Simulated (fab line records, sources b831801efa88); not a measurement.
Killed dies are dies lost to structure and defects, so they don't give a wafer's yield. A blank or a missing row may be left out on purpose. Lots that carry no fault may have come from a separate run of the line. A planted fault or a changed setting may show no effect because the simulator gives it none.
fab line records	flow sky130
record: lots: 13	wafers: 39	last_day: 50
route steps=708 shown LDD_HVP@285 POLY_CUT@316 SD_P@324
lots with no fault: from the same line, run without faults
start_h: hours from the record's opening day to when the first of the lot's shown wafers began	wait_h: hours elapsed since this lot's preceding step	" unchanged from the row above	L1.1+2: a single row standing in for several wafers	- no value, or no start was given	* or withheld: withheld	< > ~ a bound
route shown NAME@n: a module of which the file shows steps, and the number in the route of the first	usual: the fault-free wafers' mean and standard deviation	same: alike in all rows	chamber/n: place in a boat	sites: per-site readings	_std_site: the values' standard deviation	_edge_site: outer sites' mean less inner sites'	radius_mm: for every site, how far away it sits from the centre of the wafer	mask NAME#n: copy n	behind: the tool/chamber that last shaped the wafer	hold: what put the lot on hold/how long, in hours/how the hold closed	device: transistor that didn't switch, given as n, p or np	end of line: the tests these same wafers got at the end of their route	a step without rows: its recipe alone	killed: not the wafer's yield, but the dies lost to structure and defects at the first sort	map: a wafer's dies, x killed, . not, _ none there
set.NAME: the setting as run; set.NAME@STEP: as run at that earlier step	model.NAME: the simulator's own value behind a step, which no gauge read
one table for each step of the route and one row for each wafer, over a sample of lots
services: when a tool's chamber went out of use (start_h, in hours from the record's first day, below 0 if earlier), for how many hours, and the reason
== steps ==
step: SKY_LDD_HVP_OVL_MEAS_07
usual: LDD_HVP_OVL: -0.2/1.4
lot.wafer	tool	chamber	start_h	wait_h	LDD_HVP_OVL[nm]
L728.2	overlay-02	-	503.12	0.1	0.8
L728.3	"	-	"	"	-0.2
L728.6	"	-	"	"	-0.4
L733.1	overlay-01	-	544.12	0.1	-0.9
L733.2	"	-	"	"	1.2
L733.5	"	-	"	"	-0.5
L734.1	overlay-02	-	553.54	0.1	-0.7
L734.3	"	-	"	"	1.5
L734.4	"	-	"	"	1.2
L735.1	overlay-02	-	564.95	0.1	1.3
L735.5	"	-	"	"	0.3
L735.6	"	-	"	"	1.2
L736.2	overlay-02	-	572.20	0.1	-0.2
L736.5	"	-	"	"	0.0
L736.6	"	-	"	"	-1.1
L738.4	overlay-02	-	586.54	0.1	-0.8
L738.5	"	-	"	"	-1.3
L738.6	"	-	"	"	-2.3
L737.1	overlay-01	-	587.29	0.1	1.9
L737.4	"	-	"	"	1.3
L737.5	"	-	"	"	1.6
L739.1	overlay-01	-	599.49	0.1	-0.2
L739.3	"	-	"	"	0.3
L739.4	"	-	"	"	0.2
L740.1	overlay-02	-	636.67	0.1	2.1
L740.3	"	-	"	"	1.0
L740.4	"	-	"	"	0.5
L746.3	overlay-02	-	650.38	0.1	-0.3
L746.4	"	-	"	"	0.8
L746.5	"	-	"	"	-0.1
L747.2	overlay-02	-	658.01	0.1	0.7
L747.3	"	-	"	"	0.8
L747.6	"	-	"	"	-0.1
L749.4	overlay-01	-	675.13	0.1	1.1
L749.5	"	-	"	"	-0.5
L749.6	"	-	"	"	-1.1
L750.1	overlay-02	-	680.70	0.1	1.5
L750.3	"	-	"	"	0.4
L750.4	"	-	"	"	0.3
step: SKY_POLY_CUT_OVL_MEAS_09
usual: POLY_CUT_OVL: 1/6.3
lot.wafer	tool	chamber	start_h	wait_h	POLY_CUT_OVL[nm]
L728.2	overlay-02	-	566.63	0.1	-8
L728.3	"	-	"	"	-7
L728.6	"	-	"	"	-11
L733.1	overlay-02	-	605.38	0.1	-4
L733.2	"	-	"	"	-2
L733.5	"	-	"	"	-3
L734.1	overlay-01	-	615.23	0.1	4
L734.3	"	-	"	"	11
L734.4	"	-	"	"	2
L735.1	overlay-02	-	624.66	0.1	-2
L735.5	"	-	"	"	-9
L735.6	"	-	"	"	-1
L736.2	overlay-01	-	634.17	0.1	1
L736.5	"	-	"	"	5
L736.6	"	-	"	"	-1
L738.4	overlay-01	-	647.18	0.1	-6
L738.5	"	-	"	"	-7
L738.6	"	-	"	"	-5
L737.1	overlay-01	-	648.11	0.1	7
L737.4	"	-	"	"	12
L737.5	"	-	"	"	11
L739.1	overlay-02	-	659.66	0.1	-8
L739.3	"	-	"	"	-8
L739.4	"	-	"	"	-5
L740.1	overlay-02	-	695.22	0.1	9
L740.3	"	-	"	"	4
L740.4	"	-	"	"	2
L746.3	overlay-02	-	708.22	0.1	-7
L746.4	"	-	"	"	-6
L746.5	"	-	"	"	-1
L747.2	overlay-01	-	716.53	0.1	4
L747.3	"	-	"	"	6
L747.6	"	-	"	"	7
L749.4	overlay-02	-	733.00	0.1	4
L749.5	"	-	"	"	7
L749.6	"	-	"	"	8
L750.1	overlay-01	-	739.48	0.1	3
L750.3	"	-	"	"	2
L750.4	"	-	"	"	-3
step: SKY_SD_P_EXPOSE_04
recipe: mask_id: PSDM	na: 0.6	source_shape: conventional	sigma_outer: 0.6	polarization: unpolarized	target_cd_nm: 380	dose_mj: 138
usual: exposure_dose_mJ_cm2: 137.98/0.15
same: na: 0.6
lot.wafer	tool	chamber	start_h	wait_h	mask	exposure_dose_mJ_cm2
L728.2	iline_stepper-02	0	581.56	-	PSDM#0	137.98
L728.3	"	0	"	"	PSDM#0	137.76
L728.6	"	0	"	"	PSDM#0	137.74
L733.1	iline_stepper-02	0	619.65	-	PSDM#0	137.82
L733.2	"	0	"	"	PSDM#0	137.96
L733.5	"	0	"	"	PSDM#0	137.76
L734.1	iline_stepper-01	0	629.04	-	PSDM#0	138.06
L734.3	"	0	"	"	PSDM#0	138.15
L734.4	"	0	"	"	PSDM#0	138.08
L735.1	iline_stepper-02	0	640.14	-	PSDM#0	137.75
L735.5	"	0	"	"	PSDM#0	138.09
L735.6	"	0	"	"	PSDM#0	137.98
L736.2	iline_stepper-02	0	648.84	-	PSDM#0	137.89
L736.5	"	0	"	"	PSDM#0	137.89
L736.6	"	0	"	"	PSDM#0	137.96
L738.4	iline_stepper-01	0	661.62	-	PSDM#0	137.77
L738.5	"	0	"	"	PSDM#0	137.97
L738.6	"	0	"	"	PSDM#0	138.02
L737.1	iline_stepper-01	0	662.76	-	PSDM#0	138.11
L737.4	"	0	"	"	PSDM#0	137.94
L737.5	"	0	"	"	PSDM#0	138.25
L739.1	iline_stepper-01	0	674.09	-	PSDM#0	137.90
L739.3	"	0	"	"	PSDM#0	137.85
L739.4	"	0	"	"	PSDM#0	137.88
L740.1	iline_stepper-01	0	709.22	-	PSDM#0	137.78
L740.3	"	0	"	"	PSDM#0	137.85
L740.4	"	0	"	"	PSDM#0	137.82
L746.3	iline_stepper-02	0	722.69	-	PSDM#0	129.80
L746.4	"	0	"	"	PSDM#0	129.92
L746.5	"	0	"	"	PSDM#0	129.71
L747.2	iline_stepper-02	0	730.53	-	PSDM#0	129.81
L747.3	"	0	"	"	PSDM#0	129.75
L747.6	"	0	"	"	PSDM#0	129.66
L749.4	iline_stepper-01	0	747.44	-	PSDM#0	137.78
L749.5	"	0	"	"	PSDM#0	137.96
L749.6	"	0	"	"	PSDM#0	137.84
L750.1	iline_stepper-01	0	752.96	-	PSDM#0	137.87
L750.3	"	0	"	"	PSDM#0	137.98
L750.4	"	0	"	"	PSDM#0	138.12
step: SKY_SD_P_CD_MEAS_07
recipe: target_cd_nm: 380
usual: cd_nm: 379.7/2.6
lot.wafer	tool	chamber	start_h	wait_h	cd_nm
L728.2	cd_sem-02	-	595.64	0.1	381.9
L728.3	"	-	"	"	381.0
L728.6	"	-	"	"	378.7
L733.1	cd_sem-02	-	634.05	0.1	377.3
L733.2	"	-	"	"	377.4
L733.5	"	-	"	"	377.8
L734.1	cd_sem-02	-	643.15	0.1	381.9
L734.3	"	-	"	"	383.7
L734.4	"	-	"	"	379.6
L735.1	cd_sem-02	-	653.72	0.1	379.6
L735.5	"	-	"	"	378.0
L735.6	"	-	"	"	380.8
L736.2	cd_sem-01	-	663.08	0.1	384.0
L736.5	"	-	"	"	383.1
L736.6	"	-	"	"	381.7
L738.4	cd_sem-01	-	675.48	0.1	379.7
L738.5	"	-	"	"	382.4
L738.6	"	-	"	"	380.5
L737.1	cd_sem-01	-	676.31	0.1	382.8
L737.4	"	-	"	"	381.1
L737.5	"	-	"	"	380.9
L739.1	cd_sem-02	-	687.65	0.1	378.7
L739.3	"	-	"	"	377.9
L739.4	"	-	"	"	379.1
L740.1	cd_sem-02	-	722.89	0.2	380.0
L740.3	"	-	"	"	380.7
L740.4	"	-	"	"	381.6
L746.3	cd_sem-02	-	736.69	0.1	364.3
L746.4	"	-	"	"	363.8
L746.5	"	-	"	"	362.9
L747.2	cd_sem-01	-	744.34	0.1	361.0
L747.3	"	-	"	"	361.9
L747.6	"	-	"	"	361.2
L749.4	cd_sem-01	-	761.13	0.1	380.5
L749.5	"	-	"	"	380.5
L749.6	"	-	"	"	377.8
L750.1	cd_sem-02	-	765.97	0.1	377.1
L750.3	"	-	"	"	378.2
L750.4	"	-	"	"	377.0
step: SKY_SD_P_TW_MEAS_11
usual: SD_P_TW: 2840/15
lot.wafer	tool	chamber	start_h	wait_h	SD_P_TW
L728.2	film_metro-01	-	596.03	0.1	2834
L728.3	"	-	"	"	2844
L728.6	"	-	"	"	2841
L733.1	film_metro-01	-	634.48	0.1	2846
L733.2	"	-	"	"	2851
L733.5	"	-	"	"	2835
L734.1	film_metro-02	-	643.56	0.1	2872
L734.3	"	-	"	"	2869
L734.4	"	-	"	"	2868
L735.1	film_metro-02	-	654.12	0.1	2864
L735.5	"	-	"	"	2869
L735.6	"	-	"	"	2866
L736.2	film_metro-03	-	663.48	0.1	2844
L736.5	"	-	"	"	2854
L736.6	"	-	"	"	2840
L738.4	film_metro-01	-	675.85	0.1	2832
L738.5	"	-	"	"	2840
L738.6	"	-	"	"	2839
L737.1	film_metro-02	-	676.72	0.1	2849
L737.4	"	-	"	"	2851
L737.5	"	-	"	"	2858
L739.1	film_metro-01	-	688.06	0.1	2849
L739.3	"	-	"	"	2849
L739.4	"	-	"	"	2842
L740.1	film_metro-03	-	723.30	0.1	2816
L740.3	"	-	"	"	2838
L740.4	"	-	"	"	2817
L746.3	film_metro-03	-	737.08	0.1	2841
L746.4	"	-	"	"	2834
L746.5	"	-	"	"	2830
L747.2	film_metro-03	-	744.73	0.1	2832
L747.3	"	-	"	"	2828
L747.6	"	-	"	"	2821
L749.4	film_metro-03	-	761.50	0.1	2819
L749.5	"	-	"	"	2826
L749.6	"	-	"	"	2820
L750.1	film_metro-03	-	766.37	0.1	2823
L750.3	"	-	"	"	2841
L750.4	"	-	"	"	2834
== services ==
tool	chamber	start_h	hours	kind
iline_stepper-01	-	558.06	1.7	pm
iline_stepper-02	-	634.31	1.7	pm
iline_stepper-01	-	636.82	9.0	repair
iline_stepper-02	-	658.77	4.4	pm
iline_stepper-01	-	720.07	14.7	repair
== key ==
first_sign: step: SKY_SD_P_EXPOSE_04	reading: exposure_dose_mJ_cm2	direction: down	sigmas: 57	usual: *	struck: *
effect: step: SKY_SD_P_CD_MEAS_07	reading: cd_nm	direction: down	sigmas: 6.6	usual: 379.7	struck: 362.5
met_at SKY_SD_P_EXPOSE_04
struck_lots L746,L747
tester_left_out L746,L747
not_acting_at SKY_LDD_HVP_OVL_MEAS_07,SKY_POLY_CUT_OVL_MEAS_09,SKY_SD_P_TW_MEAS_11
onset_between 648.84 722.69
fault: kind: process_parameter_drift	tool: iline_stepper-02	chamber: -	onset_h: 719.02	steps: SKY_SD_P_EXPOSE_04	channel: dose_mj	offset: -8.2743	shape: step	acts_in: these_recipes_only	stated: 138
tester_left_out: of these lots the tester's yield and bins aren't shown, on N5 and GAA mostly nor the transistor test; their killed dies are dies lost to structure and defects alone, not to doping, threshold or leakage, so they don't give the yield
